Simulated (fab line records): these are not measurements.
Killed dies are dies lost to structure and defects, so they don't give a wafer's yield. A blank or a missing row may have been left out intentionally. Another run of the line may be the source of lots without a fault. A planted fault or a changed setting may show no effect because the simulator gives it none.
fab line records    flow sfq_line
record lots=6  wafers=18  last_day=94
route steps=325 shown INCOMING@1 L0@3
lots untouched by any fault: they come from a run of this same line in which no faults occurred
start_h: hours from the record's first day to the start of the lot's first wafer shown    wait_h: how many hours have passed since the lot's step before this one    " as in the row above    L1.1+2: one row covering several wafers at once    - no value, or no start given    * or withheld: withheld    < > ~ a bound
route shown NAME@n: names a module that has steps shown in the file, with the first one's number in the route    usual: mean and standard deviation over wafers with no fault    same: alike in all rows    chamber/n: place in a boat    sites: per-site readings    _std_site: standard deviation across them    _edge_site: inner sites' mean taken away from outer sites' mean    radius_mm: how far each site lies from the wafer's centre    mask NAME#n: copy n    behind: the last tool/chamber to shape the wafer    hold: the reason the lot was held/the length of the hold in hours/how it ended    device: transistor that didn't switch, given as n, p or np    end of line: tests of these same wafers at the route's end    a step with no rows: only its recipe    killed: at the first sort, the dies lost to defects and structure; wafer yield is something else    map: a wafer's dies, x killed, . not, _ none there
set.NAME: the setting as run; set.NAME@STEP: as run at that earlier step    model.NAME: the simulator's own value behind a step, which no gauge read
a table for each step, a row for each wafer; lots at some steps of the route
services: from which hour (start_h, from the record's first day; less than 0 if before it) a tool's chamber was out of use, for how many hours, and why
## steps
# step SFQ_INCOMING_BOW_MEAS_900
# recipe mode=bow
# usual INCOMING_BOW=-1/6
lot.wafer  tool           chamber  start_h  wait_h  INCOMING_BOW[um]
L483.1     film_metro-03  -        30.00    -       1
L483.2     "              -        "        "       5
L483.4     "              -        "        "       1
L485.2     film_metro-01  -        40.02    -       11
L485.3     "              -        "        "       -6
L485.4     "              -        "        "       -2
L487.1     film_metro-01  -        50.00    -       0
L487.3     "              -        "        "       1
L487.4     "              -        "        "       -10
L489.1     film_metro-04  -        60.00    -       3
L489.2     "              -        "        "       7
L489.5     "              -        "        "       -14
L496.3     film_metro-03  -        95.04    -       0
L496.4     "              -        "        "       -2
L496.6     "              -        "        "       11
L502.2     film_metro-03  -        125.02   -       10
L502.3     "              -        "        "       2
L502.6     "              -        "        "       -11
# step SFQ_TRILAYER_INCOMING_OXIDATION_002
# recipe temp_c=1000  ambient=H2O  target_thk_a=5000  p_h2o_torr=720  ox_time_s=4939
# usual spike_tc_bottom_C=1017.1/1.2  spike_tc_centre_C=999.9/1.1  spike_tc_lower_C=1001.6/1.1  spike_tc_top_C=1012.2/1.7  spike_tc_upper_C=1000.0/1.1  tube_center_temp_C=1000/0.091  tube_center_temp_C_max=1002.6/0.44
lot.wafer  tool        chamber  start_h  wait_h  spike_tc_bottom_C  spike_tc_centre_C  spike_tc_lower_C  spike_tc_top_C  spike_tc_upper_C  tube_center_temp_C  tube_center_temp_C_max  model.SiO2_of_TRILAYER_INCOMING_OXIDATION_002.thk_nm
L483.1     furnace-02  0        30.12    0.1     1016.1             999.1              1003.1            1012.9          1001.2            1000                1002.8                  498.7
L483.2     "           0        "        "       1017.3             1000.7             1002.6            1014.1          999.4             999.91              1003.0                  497.7
L483.4     "           0        "        "       1017.5             1000.4             1000.8            1014.4          1001.9            999.96              1002.4                  488.8
L485.2     furnace-02  0        40.12    0.1     1016.6             998.7              1003.0            1013.2          999.9             999.99              1002.7                  481.5
L485.3     "           0        "        "       1016.8             999.1              1002.1            1013.6          1001.3            999.98              1002.9                  486.1
L485.4     "           0        "        "       1015.7             1001.3             1001.1            1012.5          1001.5            1000                1002.6                  485.6
L487.1     furnace-02  0        50.12    0.1     1001.7             985.4              986.6             997.4           985.1             983.85              986.2                   438.6
L487.3     "           0        "        "       1000.6             984.5              986.9             997.9           984.2             983.98              986.4                   434
L487.4     "           0        "        "       998.5              984.4              985.1             997.5           984.6             983.75              986.5                   445.8
L489.1     furnace-02  0        60.12    0.1     1000.7             981.6              985.1             996.4           984.4             983.76              986.5                   445
L489.2     "           0        "        "       999.2              983.9              986.6             999.4           983.5             983.85              986.3                   453.1
L489.5     "           0        "        "       998.2              982.8              985.0             996.4           983.9             983.97              985.7                   445.1
L496.3     furnace-01  0        95.12    0.1     1017.9             1000.2             1002.0            1009.5          999.2             999.81              1001.8                  486.2
L496.4     "           0        "        "       1019.6             999.5              1001.4            1009.8          1000.0            1000.1              1002.5                  480.5
L496.6     "           0        "        "       1016.0             999.7              999.7             1010.3          1000.2            1000                1002.2                  487
L502.2     furnace-01  0        125.12   0.1     1017.5             997.3              1000.6            1010.6          998.3             999.98              1002.3                  472
L502.3     "           0        "        "       1018.1             999.8              1001.8            1011.6          1001.6            1000.1              1003.5                  477.5
L502.6     "           0        "        "       1018.3             1000.9             1000.8            1009.5          1000.2            999.95              1002.0                  464.7
# step SFQ_TRILAYER_L0_DEP_SPUTTER_003
# recipe material=MoNx_KI  base_pressure_pa=1.33e-06  target_thk_nm=40  power_w=800  time_s=100  chamber_pressure_pa=0.4
# usual throttle_valve_pct=29.8/0.86
lot.wafer  tool            chamber  start_h  wait_h  throttle_valve_pct
L483.1     pvd_sputter-04  -        32.49    0.0     29.0
L483.2     "               -        "        "       30.9
L483.4     "               -        "        "       27.9
L485.2     pvd_sputter-04  -        42.49    0.0     27.8
L485.3     "               -        "        "       31.0
L485.4     "               -        "        "       30.5
L487.1     pvd_sputter-05  -        52.49    0.0     31.6
L487.3     "               -        "        "       29.3
L487.4     "               -        "        "       30.4
L489.1     pvd_sputter-03  -        62.49    0.0     30.2
L489.2     "               -        "        "       29.4
L489.5     "               -        "        "       29.5
L496.3     pvd_sputter-03  -        97.49    0.0     29.5
L496.4     "               -        "        "       30.0
L496.6     "               -        "        "       29.4
L502.2     pvd_sputter-05  -        127.49   0.0     30.1
L502.3     "               -        "        "       30.5
L502.6     "               -        "        "       30.3
## services
tool            chamber  start_h  hours  kind
pvd_sputter-03  -        25.49    2.1    repair
furnace-01      -        27.49    4.3    pm
pvd_sputter-05  3        100.30   -      consumable_replace:kit
pvd_sputter-05  3        100.30   18.0   scheduled_down
pvd_sputter-05  3        100.30   18.0   vent_cycle
## key
first_sign step=SFQ_TRILAYER_INCOMING_OXIDATION_002  reading=tube_center_temp_C  direction=down  sigmas=99+  usual=*  struck=*
effect step=SFQ_TRILAYER_INCOMING_OXIDATION_002  reading=tube_center_temp_C_max  direction=down  sigmas=37  usual=*  struck=*
model_effect step=SFQ_TRILAYER_INCOMING_OXIDATION_002  value=SiO2_of_TRILAYER_INCOMING_OXIDATION_002.thk_nm  without=497.4  struck=443.6
met_at SFQ_TRILAYER_INCOMING_OXIDATION_002
struck_wafers L487.1,L487.3,L487.4,L489.1,L489.2,L489.5
onset_between 40.12 50.12
fault kind=process_parameter_drift  tool=furnace-02  chamber=-  onset_h=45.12  steps=SFQ_TRILAYER_INCOMING_OXIDATION_002  channel=temp_c  offset=*  shape=step  end_h=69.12  stated=*
